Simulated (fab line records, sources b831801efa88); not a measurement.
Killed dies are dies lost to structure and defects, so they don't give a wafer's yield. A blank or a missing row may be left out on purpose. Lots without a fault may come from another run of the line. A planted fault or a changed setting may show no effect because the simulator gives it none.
fab line records | flow sky130
record lots=7 wafers=21 last_day=49
route steps=708 shown VIA2@515 PAD_OPEN@708
lots that met no fault: from a run of the same line without faults
start_h: hours from the record's first day to the start of the lot's first wafer shown | wait_h: hours since the lot's step before | " the same as in the row above | L1.1+2: a row that stands for several wafers | - no value, or no start given | * or withheld: withheld | < > ~ a bound
route shown NAME@n: a module of which the file shows steps, and the number in the route of the first | usual: mean/standard deviation of fault-free wafers | same: alike in all rows | chamber/n: place in a boat | sites: the reading at each site | _std_site: their standard deviation | _edge_site: outer sites' mean less inner sites' | radius_mm: how far each site lies from the wafer's centre | mask NAME#n: copy n | behind: the tool/chamber that last shaped the wafer | hold: why the lot was held/for how many hours/how that ended | device: the transistor (n, p or np) that didn't switch | end of line: the same wafers' tests at the end of the route | a step without rows: its recipe alone | killed: dies lost to structure and defects at the first sort, not the wafer's yield | map: a wafer's dies, x killed, . not, _ none there
set.NAME: the setting as run; set.NAME@STEP: as run at that earlier step | model.NAME: the simulator's own value behind a step, which no gauge read
lots at some steps of the route; a table a step, a row a wafer
services: from which hour (start_h, from the record's first day; less than 0 if before it) a tool's chamber was out of use, for how many hours, and why
## steps
# step SKY_VIA2_SOFTBAKE_08
# recipe temp_c=100 time_s=90 resist=KrF-thick
# step SKY_VIA2_EXPOSE_09
# recipe mask_id=VIM2 na=0.8 source_shape=annular sigma_inner=0.55 sigma_outer=0.85 target_cd_nm=200 dose_mj=38
# step SKY_VIA2_PEB_10
# recipe peb_temp_c=withheld peb_time_s=withheld resist=KrF-thick
# step SKY_VIA2_DEVELOP_11
# recipe develop_time_s=60 resist=KrF-thick dev_temp_c=21
# step SKY_VIA2_CD_MEAS_12
# recipe target_cd_nm=200
# usual cd_nm=200.0/1.3
# columns lot.wafer tool chamber start_h wait_h cd_nm
L848.1 cd_sem-02 - 843.78 - 198.7
L848.4 " - " " 198.8
L848.5 " - " " 199.0
L855.2 cd_sem-02 - 925.95 - 201.4
L855.3 " - " " 200.7
L855.6 " - " " 200.3
L858.1 cd_sem-01 - 926.28 - 200.0
L858.2 " - " " 198.7
L858.6 " - " " 199.3
L857.1 cd_sem-02 - 926.63 - 199.9
L857.3 " - " " 198.6
L857.6 " - " " 199.1
L862.2 cd_sem-01 - 947.40 - 198.6
L862.4 " - " " 197.9
L862.5 " - " " 198.4
L864.1 cd_sem-01 - 953.49 - 199.5
L864.4 " - " " 199.9
L864.5 " - " " 198.5
L868.3 cd_sem-01 - 989.53 - 201.6
L868.4 " - " " 201.9
L868.5 " - " " 201.6
# step SKY_VIA2_OVL_MEAS_13
# usual VIA2_OVL=-4/6
# columns lot.wafer tool chamber start_h wait_h VIA2_OVL[nm]
L848.1 overlay-01 - 843.90 0.1 -8
L848.4 " - " " 0
L848.5 " - " " -4
L855.2 overlay-01 - 926.06 0.1 1
L855.3 " - " " -4
L855.6 " - " " 3
L858.1 overlay-01 - 926.40 0.1 -7
L858.2 " - " " -17
L858.6 " - " " -9
L857.1 overlay-01 - 926.75 0.1 0
L857.3 " - " " 3
L857.6 " - " " 3
L862.2 overlay-01 - 947.51 0.1 16
L862.4 " - " " 7
L862.5 " - " " 5
L864.1 overlay-01 - 953.61 0.1 -1
L864.4 " - " " 1
L864.5 " - " " 1
L868.3 overlay-02 - 989.62 0.1 -4
L868.4 " - " " -11
L868.5 " - " " -1
# step SKY_VIA2_ETCH_14
# recipe chemistry=N2/H2 target=BARC ion_energy_ev=200 source_w=500 bias_w=100 pressure_mtorr=30 n2_flow_sccm=100 h2_flow_sccm=200 stop_on=SiO2 time_s=45.9 target_depth_a=600
# usual drypump_motor_current_A=5.5/0.39 oes_product_au=0.850/0.0048 throttle_valve_pct=13.224/0.0098
# columns lot.wafer tool chamber start_h wait_h drypump_motor_current_A oes_product_au rf_hours_counter_h throttle_valve_pct
L848.1 rie_diel-02 1 843.94 0.0 6.0 0.847 24 13.216
L848.4 " 0 " " 5.9 0.847 27 13.236
L848.5 " 2 " " 5.4 0.846 - 13.234
L855.2 rie_diel-01 0 926.09 0.0 4.9 0.852 5 13.227
L855.3 " 2 " " 5.8 0.855 14 13.225
L855.6 " 1 " " 6.2 0.863 - 13.222
L858.1 rie_diel-03 1 926.44 0.0 5.1 0.842 16 13.202
L858.2 " 0 " " 5.4 0.847 11 13.240
L858.6 " 0 " " 5.3 0.850 - 13.240
L857.1 rie_diel-01 0 926.79 0.0 4.9 0.853 5 13.210
L857.3 " 3 " " 5.4 0.836 6 13.212
L857.6 " 2 " " 5.8 0.848 - 13.218
L862.2 rie_diel-02 3 947.54 0.0 5.5 0.849 5 13.216
L862.4 " 3 " " 5.5 0.844 - 13.227
L862.5 " 2 " " 5.5 0.845 - 13.212
L864.1 rie_diel-01 3 953.64 0.0 5.4 0.852 6 13.220
L864.4 " 1 " " 6.1 0.845 5 13.210
L864.5 " 0 " " 4.8 0.850 - 13.229
L868.3 rie_diel-03 3 989.64 0.0 5.1 0.854 20 13.222
L868.4 " 1 " " 5.1 0.852 18 13.227
L868.5 " 3 " " 5.1 0.845 - 13.229
# step SKY_VIA2_ETCH_15
# recipe target=SiO2 chemistry=C4F8/O2/Ar target_depth_nm=546 stop_on=TiN mask_material=KrF-thick source_w=1500 bias_w=1200 pressure_mtorr=40 c4f8_flow_sccm=withheld O2_flow_sccm=6 Ar_flow_sccm=300 time_s=84
# usual oes_product_au=0.940/0.0047
# columns lot.wafer tool chamber start_h wait_h oes_product_au rf_hours_counter_h
L848.1 rie_diel-02 1 843.98 0.0 0.947 24
L848.4 " 0 " " 0.946 27
L848.5 " 2 " " 0.941 -
L855.2 rie_diel-01 0 926.13 0.0 0.947 5
L855.3 " 2 " " 0.943 14
L855.6 " 1 " " 0.934 -
L858.1 rie_diel-03 1 926.48 0.0 0.934 16
L858.2 " 0 " " 0.938 11
L858.6 " 0 " " 0.944 -
L857.1 rie_diel-01 0 926.83 0.0 0.945 5
L857.3 " 3 " " 0.945 6
L857.6 " 2 " " 0.941 -
L862.2 rie_diel-02 3 947.58 0.0 0.943 5
L862.4 " 3 " " 0.943 -
L862.5 " 2 " " 0.939 -
L864.1 rie_diel-01 3 953.68 0.0 0.945 6
L864.4 " 1 " " 0.945 5
L864.5 " 0 " " 0.938 -
L868.3 rie_diel-03 3 989.68 0.0 0.943 20
L868.4 " 1 " " 0.934 18
L868.5 " 3 " " 0.931 -
# step SKY_VIA2_STRIP_16
# recipe chemistry=O2/N2 power_w=1400 pressure_mtorr=1500 platen_temp_c=withheld o2_flow_sccm=3000 n2_flow_sccm=300 overash_fraction=0.5
# usual drypump_motor_current_A=5.6/0.6 oes_product_au=0.397/0.0049 strip_time_to_endpoint_s=4.03/0.037
# same overash_fraction=0.5
# columns lot.wafer tool chamber start_h wait_h drypump_motor_current_A oes_product_au rf_hours_counter_h strip_time_to_endpoint_s
L848.1 plasma_asher-02 0 844.04 0.0 5.1 0.394 103 3.97
L848.4 " 0 " " 5.1 0.394 - 4.05
L848.5 " 1 " " 5.9 0.401 - 4.02
L855.2 plasma_asher-02 0 926.20 0.0 5.1 0.395 111 3.99
L855.3 " 0 " " 5.1 0.398 - 4.04
L855.6 " 0 " " 5.1 0.402 - 4.05
L858.1 plasma_asher-03 1 926.55 0.0 5.5 0.393 51 4.04
L858.2 " 0 " " 5.8 0.392 51 4.02
L858.6 " 0 " " 5.8 0.405 - 4.06
L857.1 plasma_asher-04 1 926.90 0.0 4.7 0.400 15 4.01
L857.3 " 0 " " 6.7 0.399 - 4.06
L857.6 " 1 " " 4.7 0.398 - 4.08
L862.2 plasma_asher-03 0 947.64 0.0 5.8 0.392 53 3.98
L862.4 " 0 " " 5.8 0.401 - 3.96
L862.5 " 1 " " 5.5 0.395 - 4.01
L864.1 plasma_asher-04 0 953.75 0.0 6.7 0.397 18 4.00
L864.4 " 0 " " 6.7 0.399 - 4.02
L864.5 " 1 " " 4.7 0.398 - 3.99
L868.3 plasma_asher-02 0 989.78 0.1 5.1 0.395 - 4.05
L868.4 " 1 " " 5.9 0.399 - 4.08
L868.5 " 0 " " 5.1 0.398 - 4.04
# step SKY_VIA2_STRIP_17
# recipe chemistry=post_etch_residue_remover time_s=1200 temp_c=72.5
# step SKY_VIA2_CLEAN_18
# recipe chemistry=IPA time_s=180 temp_c=25
# step SKY_VIA2_CLEAN_19
# recipe chemistry=O3/DIW dry=n2_spin
# step SKY_VIA2_SPUTTER_20
# recipe material=TiN target_thk_nm=20 chamber_pressure_pa=5 power_w=4000 time_s=80
# usual cathode_dc_power_W=3999.9/0.77 chamber_pressure_pa=4.999/0.009 throttle_valve_pct=30.2/1.4
# columns lot.wafer tool chamber start_h wait_h cathode_dc_power_W chamber_pressure_pa throttle_valve_pct
L848.1 pvd_sputter-03 - 844.63 0.0 4000.8 5.011 31.5
L848.4 " - " " 4000.2 5.003 27.8
L848.5 " - " " 4000.0 5.004 30.5
L855.2 pvd_sputter-03 - 926.79 0.0 - - -
L855.3 " - " " - - -
L855.6 " - " " - - -
L858.1 pvd_sputter-04 - 927.14 0.0 - - -
L858.2 " - " " - - -
L858.6 " - " " - - -
L857.1 pvd_sputter-04 - 927.49 0.0 - - -
L857.3 " - " " - - -
L857.6 " - " " - - -
L862.2 pvd_sputter-04 - 948.27 0.0 4000.4 5.008 30.0
L862.4 " - " " 3999.3 4.992 30.3
L862.5 " - " " 3999.8 5.000 31.7
L864.1 pvd_sputter-04 - 954.34 0.0 3999.9 4.989 31.5
L864.4 " - " " 3999.2 4.983 30.4
L864.5 " - " " 4000.5 4.998 31.8
L868.3 pvd_sputter-03 - 990.35 0.0 4000.7 4.997 31.5
L868.4 " - " " 3999.5 4.996 28.1
L868.5 " - " " 3998.3 4.996 31.4
# step SKY_VIA2_CVD_21
# recipe material=W target_thk_nm=420 time_s=126.4 temp_c=400 pressure_torr=40
# usual heater_power_w=851/56 susceptor_temp_C=400.02/0.23
# columns lot.wafer tool chamber start_h wait_h heater_power_w susceptor_temp_C
L848.1 cvd_w-01 1 844.70 0.0 781 400.32
L848.4 " 0 " " 954 400.09
L848.5 " 0 " " 907 400.24
L855.2 cvd_w-02 0 926.85 0.0 780 399.99
L855.3 " 1 " " 834 400.17
L855.6 " 0 " " 806 400.18
L858.1 cvd_w-01 1 927.20 0.0 808 400.21
L858.2 " 0 " " 948 399.97
L858.6 " 1 " " 790 400.07
L857.1 cvd_w-02 1 927.55 0.0 856 399.99
L857.3 " 0 " " 801 399.77
L857.6 " 0 " " 794 399.83
L862.2 cvd_w-01 1 948.33 0.0 837 399.94
L862.4 " 0 " " 936 399.69
L862.5 " 1 " " 809 400.05
L864.1 cvd_w-02 1 954.40 0.0 842 400.30
L864.4 " 0 " " 788 400.38
L864.5 " 0 " " 797 400.53
L868.3 cvd_w-02 0 990.45 0.1 808 400.25
L868.4 " 1 " " 861 399.72
L868.5 " 0 " " 804 400.20
# step SKY_PAD_OPEN_PROBE_99
# usual defect_limited_yield=82.5/1.8 killed_at_M0_to_M3=44/6.6 killed_at_M4_up=2.9/1.8 killed_at_contacts=24/4.8 killed_at_front_end=15/4.5 killed_at_other=0.3/0.64 killed_dies=86/8.7 killed_on_rim=17/3.8 killed_open=47/6.5 killed_short=39/5.8 sort_bin_3_pad_short=0.9/0.4 sort_bin_5_function=10.3/1.4 sort_bin_6_memory=6.2/1.1 sort_n_pass=406/8.7 sort_yield_pct=82.5/1.8
# same gross_dies=492 killed_at_back_side=0 sort_bin_4_leakage[%]=0 sort_bin_8_speed[%]=0
# columns lot.wafer tool chamber start_h wait_h hold defect_limited_yield[%] killed_at_M0_to_M3 killed_at_M4_up killed_at_contacts killed_at_front_end killed_at_other killed_dies killed_on_rim killed_open killed_short sort_bin_3_pad_short[%] sort_bin_5_function[%] sort_bin_6_memory[%] sort_n_pass sort_yield_pct[%]
L848.1 prober-01 - 1071.98 0.1 - 82.5 40 3 32 11 0 86 14 51 35 0.4 9.8 7.3 406 82.5
L848.4 prober-01 - 1072.13 0.2 - 81.1 39 2 23 29 0 93 17 49 44 1.2 10.6 7.1 399 81.1
L848.5 prober-01 - 1072.18 0.2 - 83.9 41 5 15 18 0 79 14 37 42 0.6 10.8 4.7 413 83.9
L855.2 prober-01 - 1137.77 0.1 await_dispo/2.2h/scrap 0 453 0 25 14 0 492 96 42 39 0.6 92.9 6.5 0 0
L855.3 prober-01 - 1137.82 0.2 await_dispo/2.2h/scrap 0 446 3 27 14 2 492 96 53 35 1.2 93.5 5.3 0 0
L855.6 prober-01 - 1137.97 0.2 await_dispo/2.2h/scrap 0 445 6 31 9 1 492 96 72 39 1.0 91.3 7.7 0 0
L858.1 prober-02 - 1138.44 0.1 await_dispo/3.2h/scrap 0 462 2 17 11 0 492 96 41 40 0.8 93.5 5.7 0 0
L858.2 prober-02 - 1138.49 0.1 await_dispo/3.2h/scrap 0 451 4 23 14 0 492 96 41 41 1.6 91.7 6.7 0 0
L857.1 prober-01 - 1139.22 0.1 await_dispo/1.7h/scrap 0 458 0 21 12 1 492 96 43 33 0.4 93.1 6.5 0 0
L857.3 prober-01 - 1139.32 0.2 await_dispo/1.7h/scrap 0 447 2 21 21 1 492 96 38 50 1.2 93.9 4.9 0 0
L857.6 prober-01 - 1139.47 0.2 await_dispo/1.7h/scrap 0 442 7 31 12 0 492 96 48 50 0.2 92.5 7.3 0 0
L862.2 prober-01 - 1152.95 0.1 - 85.2 35 1 22 15 0 73 11 34 39 1.2 8.5 5.1 419 85.2
L862.4 prober-01 - 1153.05 0.2 - 80.9 55 1 29 9 0 94 21 53 41 0.8 11.6 6.7 398 80.9
L862.5 prober-01 - 1153.10 0.2 - 83.1 49 2 14 18 0 83 19 43 40 0.8 10.6 5.5 409 83.1
L864.1 prober-01 - 1159.90 0.1 - 84.3 47 1 17 12 0 77 13 38 39 1.0 8.3 6.3 415 84.3
L864.4 prober-01 - 1160.05 0.2 - 80.9 48 4 26 15 1 94 24 50 42 1.2 11.0 6.9 398 80.9
L864.5 prober-01 - 1160.10 0.2 - 83.5 38 3 21 19 0 81 17 39 41 0.6 10.6 5.3 411 83.5
L868.3 prober-01 - 1181.90 0.2 - 80.7 42 3 29 21 0 95 17 54 41 0.8 12.8 5.7 397 80.7
L868.4 prober-01 - 1181.95 0.2 - 84.1 38 1 19 19 1 78 10 47 31 1.0 9.3 5.5 414 84.1
L868.5 prober-01 - 1182.00 0.2 - 82.3 45 1 27 14 0 87 21 46 41 1.2 10.8 5.7 405 82.3
# killed by level:class
L848.1 CONTACT:geometric_particle:open=14 VIA1:geometric_particle:open=10 LI_CONTACT:geometric_particle:open=8 VIA3:geometric_particle:open=7 METAL1:geometric_particle:short=7 CONTACT:geometric_particle:short=4 VIA2:geometric_particle:open=4 VIA3:geometric_particle:short=4
L848.4 CONTACT:geometric_particle:open=10 VIA1:geometric_particle:open=9 FIELD_ISO:geometric_particle:open=7 LI_CONTACT:geometric_particle:open=7 FIELD_ISO:geometric_particle:short=5 LOCAL_INTERCONNECT:geometric_particle:short=5 VIA2:geometric_particle:open=5 VIA1:geometric_particle:short=5
L848.5 VIA3:geometric_particle:open=10 CONTACT:geometric_particle:short=6 VIA1:geometric_particle:open=6 VIA2:geometric_particle:open=6 FIELD_ISO:geometric_particle:short=5 METAL2:geometric_particle:short=5 CONTACT:geometric_particle:open=4 VIA1:geometric_particle:short=4
L855.2 VIA2:area_sputter=411 CONTACT:geometric_particle:open=12 METAL2:geometric_particle:short=7 VIA3:geometric_particle:open=7 VIA1:geometric_particle:open=6 LOCAL_INTERCONNECT:geometric_particle:short=6 FIELD_ISO:geometric_particle:short=5 METAL1:geometric_particle:short=4
L855.3 VIA2:area_sputter=403 VIA1:geometric_particle:open=15 LI_CONTACT:geometric_particle:open=12 CONTACT:geometric_particle:open=8 VIA3:geometric_particle:short=8 VIA1:geometric_particle:short=5 VIA2:geometric_particle:open=5 FIELD_ISO:geometric_particle:short=4
L855.6 VIA2:area_sputter=381 VIA1:geometric_particle:open=18 VIA3:geometric_particle:open=11 LI_CONTACT:geometric_particle:open=9 VIA2:geometric_particle:open=9 CONTACT:geometric_particle:open=8 METAL2:geometric_particle:short=7 LI_CONTACT:geometric_particle:short=4
L858.1 VIA2:area_sputter=411 VIA1:geometric_particle:open=12 VIA1:geometric_particle:short=8 METAL2:geometric_particle:short=7 METAL3:geometric_particle:short=5 LI_CONTACT:geometric_particle:open=5 CONTACT:geometric_particle:open=5 VIA2:geometric_particle:open=5
L858.2 VIA2:area_sputter=410 VIA1:geometric_particle:open=8 METAL2:geometric_particle:short=7 VIA3:geometric_particle:open=7 CONTACT:geometric_particle:open=6 LOCAL_INTERCONNECT:geometric_particle:short=5 FIELD_ISO:geometric_particle:short=5 CONTACT:geometric_particle:short=5
L857.1 VIA2:area_sputter=416 VIA1:geometric_particle:open=10 CONTACT:geometric_particle:open=8 VIA2:geometric_particle:open=7 LI_CONTACT:geometric_particle:open=6 METAL1:geometric_particle:short=5 POLY_GATE:geometric_particle:open=4 CONTACT:geometric_particle:short=4
L857.3 VIA2:area_sputter=404 VIA1:geometric_particle:open=13 CONTACT:geometric_particle:open=8 POLY_GATE:geometric_particle:short=6 FIELD_ISO:geometric_particle:short=5 VIA1:geometric_particle:short=5 METAL2:geometric_particle:short=5 VIA3:geometric_particle:short=5
L857.6 VIA2:area_sputter=394 CONTACT:geometric_particle:open=11 VIA1:geometric_particle:open=11 LI_CONTACT:geometric_particle:open=8 METAL1:geometric_particle:short=7 METAL4:geometric_particle:short=7 VIA1:geometric_particle:short=6 VIA2:geometric_particle:short=6
L862.2 CONTACT:geometric_particle:open=11 METAL2:geometric_particle:short=9 POLY_GATE:geometric_particle:short=8 VIA3:geometric_particle:open=6 VIA1:geometric_particle:open=6 FIELD_ISO:geometric_particle:short=5 LI_CONTACT:geometric_particle:open=4 LOCAL_INTERCONNECT:geometric_particle:short=4
L862.4 VIA1:geometric_particle:open=14 CONTACT:geometric_particle:open=10 VIA3:geometric_particle:open=8 CONTACT:geometric_particle:short=7 VIA1:geometric_particle:short=7 METAL2:geometric_particle:short=7 VIA2:geometric_particle:open=6 LI_CONTACT:geometric_particle:open=5
L862.5 VIA1:geometric_particle:open=12 VIA3:geometric_particle:open=9 CONTACT:geometric_particle:open=7 METAL1:geometric_particle:short=7 FIELD_ISO:geometric_particle:short=6 VIA2:geometric_particle:open=6 POLY_GATE:geometric_particle:short=5 METAL2:geometric_particle:short=5
L864.1 VIA1:geometric_particle:open=9 METAL1:geometric_particle:short=9 VIA2:geometric_particle:open=7 CONTACT:geometric_particle:short=5 VIA3:geometric_particle:open=5 LOCAL_INTERCONNECT:geometric_particle:short=4 VIA3:geometric_particle:short=4 LI_CONTACT:geometric_particle:open=3
L864.4 VIA1:geometric_particle:open=14 VIA3:geometric_particle:open=9 LI_CONTACT:geometric_particle:open=8 METAL2:geometric_particle:short=6 LOCAL_INTERCONNECT:geometric_particle:short=6 CONTACT:geometric_particle:open=5 METAL1:geometric_particle:short=5 FIELD_ISO:geometric_particle:open=4
L864.5 VIA1:geometric_particle:open=7 LI_CONTACT:geometric_particle:open=6 LOCAL_INTERCONNECT:geometric_particle:short=6 POLY_GATE:geometric_particle:short=5 CONTACT:geometric_particle:open=5 VIA1:geometric_particle:short=5 POLY_GATE:geometric_particle:open=4 METAL1:geometric_particle:short=4
L868.3 VIA1:geometric_particle:open=10 CONTACT:geometric_particle:open=9 LI_CONTACT:geometric_particle:open=8 VIA3:geometric_particle:open=8 POLY_GATE:geometric_particle:open=6 LOCAL_INTERCONNECT:geometric_particle:short=6 CONTACT:geometric_particle:short=6 FIELD_ISO:geometric_particle:open=5
L868.4 VIA1:geometric_particle:open=12 FIELD_ISO:geometric_particle:open=6 VIA2:geometric_particle:open=6 VIA3:geometric_particle:open=6 FIELD_ISO:geometric_particle:short=5 LOCAL_INTERCONNECT:geometric_particle:short=4 LI_CONTACT:geometric_particle:open=4 LI_CONTACT:geometric_particle:short=4
L868.5 VIA1:geometric_particle:open=11 VIA2:geometric_particle:open=9 CONTACT:geometric_particle:short=8 LI_CONTACT:geometric_particle:open=6 LOCAL_INTERCONNECT:geometric_particle:short=6 VIA3:geometric_particle:open=6 VIA2:geometric_particle:short=6 LI_CONTACT:geometric_particle:short=4
# map L855.2 (x killed, . not)
__________xxxxxxxxxx_________
________xxxxxxxxxxxxxx_______
______xxxxxxxxxxxxxxxxxx_____
_____xxxxxxxxxxxxxxxxxxxx____
____xxxxxxxxxxxxxxxxxxxxxx___
___xxxxxxxxxxxxxxxxxxxxxxxx__
__xxxxxxxxxxxxxxxxxxxxxxxxxx_
_xxxxxxxxxxxxxxxxxxxxxxxxxxxx
_xxxxxxxxxxxxxxxxxxxxxxxxxxxx
_xxxxxxxxxxxxxxxxxxxxxxxxxxxx
_xxxxxxxxxxxxxxxxxxxxxxxxxxxx
_xxxxxxxxxxxxxxxxxxxxxxxxxxxx
_xxxxxxxxxxxxxxxxxxxxxxxxxxxx
_xxxxxxxxxxxxxxxxxxxxxxxxxxxx
_xxxxxxxxxxxxxxxxxxxxxxxxxxxx
__xxxxxxxxxxxxxxxxxxxxxxxxxx_
___xxxxxxxxxxxxxxxxxxxxxxxx__
____xxxxxxxxxxxxxxxxxxxxxx___
_____xxxxxxxxxxxxxxxxxxxx____
______xxxxxxxxxxxxxxxxxx_____
________xxxxxxxxxxxxxx_______
__________xxxxxxxxxx_________
# map L857.1 (x killed, . not)
__________xxxxxxxxxx_________
________xxxxxxxxxxxxxx_______
______xxxxxxxxxxxxxxxxxx_____
_____xxxxxxxxxxxxxxxxxxxx____
____xxxxxxxxxxxxxxxxxxxxxx___
___xxxxxxxxxxxxxxxxxxxxxxxx__
__xxxxxxxxxxxxxxxxxxxxxxxxxx_
_xxxxxxxxxxxxxxxxxxxxxxxxxxxx
_xxxxxxxxxxxxxxxxxxxxxxxxxxxx
_xxxxxxxxxxxxxxxxxxxxxxxxxxxx
_xxxxxxxxxxxxxxxxxxxxxxxxxxxx
_xxxxxxxxxxxxxxxxxxxxxxxxxxxx
_xxxxxxxxxxxxxxxxxxxxxxxxxxxx
_xxxxxxxxxxxxxxxxxxxxxxxxxxxx
_xxxxxxxxxxxxxxxxxxxxxxxxxxxx
__xxxxxxxxxxxxxxxxxxxxxxxxxx_
___xxxxxxxxxxxxxxxxxxxxxxxx__
____xxxxxxxxxxxxxxxxxxxxxx___
_____xxxxxxxxxxxxxxxxxxxx____
______xxxxxxxxxxxxxxxxxx_____
________xxxxxxxxxxxxxx_______
__________xxxxxxxxxx_________
## services
# columns tool chamber start_h hours kind
plasma_asher-04 - 828.36 8.5 repair
rie_diel-03 3 830.99 4.3 repair
rie_diel-03 0 833.33 12.1 repair
rie_diel-02 - 834.57 1.9 repair
cvd_w-01 - 835.79 6.0 pm
rie_diel-02 - 837.47 0.1 repair
cvd_w-02 - 842.05 6.0 pm
plasma_asher-04 - 861.87 2.8 pm
plasma_asher-02 - 862.45 2.8 pm
pvd_sputter-03 - 885.09 1.0 repair
rie_diel-01 2 902.19 1.2 repair
cvd_w-02 - 904.00 14.0 pm
cvd_w-02 0 904.00 14.0 vent_cycle
cvd_w-02 1 904.00 14.0 vent_cycle
rie_diel-01 3 914.63 6.6 repair
pvd_sputter-03 - 917.18 5.9 repair
cvd_w-02 - 918.00 6.9 pm
cvd_w-02 0 918.00 - clean
cvd_w-02 1 918.00 - clean
rie_diel-02 - 926.42 2.4 repair
rie_diel-01 0 937.19 11.0 repair
pvd_sputter-03 - 950.78 5.2 repair
plasma_asher-03 - 963.15 1.2 repair
cvd_w-01 1 985.76 8.8 repair
## key
first_sign step=SKY_VIA2_SPUTTER_20 reading=tool_record direction=missing
effect step=SKY_PAD_OPEN_PROBE_99 reading=killed_at_M0_to_M3 direction=up sigmas=62 usual=44 struck=450
more_kills_born_at SKY_VIA2_SPUTTER_20@pvd_sputter-04=2033 SKY_VIA2_SPUTTER_20@pvd_sputter-03=1195
met_at SKY_VIA2_SPUTTER_20
struck_wafers L855.2,L855.3,L855.6,L857.1,L857.3,L857.6,L858.1,L858.2,L858.6
later_rows_left_out L855.2,L855.3,L855.6,L857.1,L857.3,L857.6,L858.1,L858.2,L858.6
onset_between 844.63 926.79
fault kind=skipped_step_whole tool=pvd_sputter-03,pvd_sputter-04 chamber=- onset_h=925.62 steps=SKY_VIA2_SPUTTER_20 scope=struck_lots_only
# later_rows_left_out: the simulator's readings of these wafers behind a module that went badly wrong aren't trusted and aren't shown, but for the sort
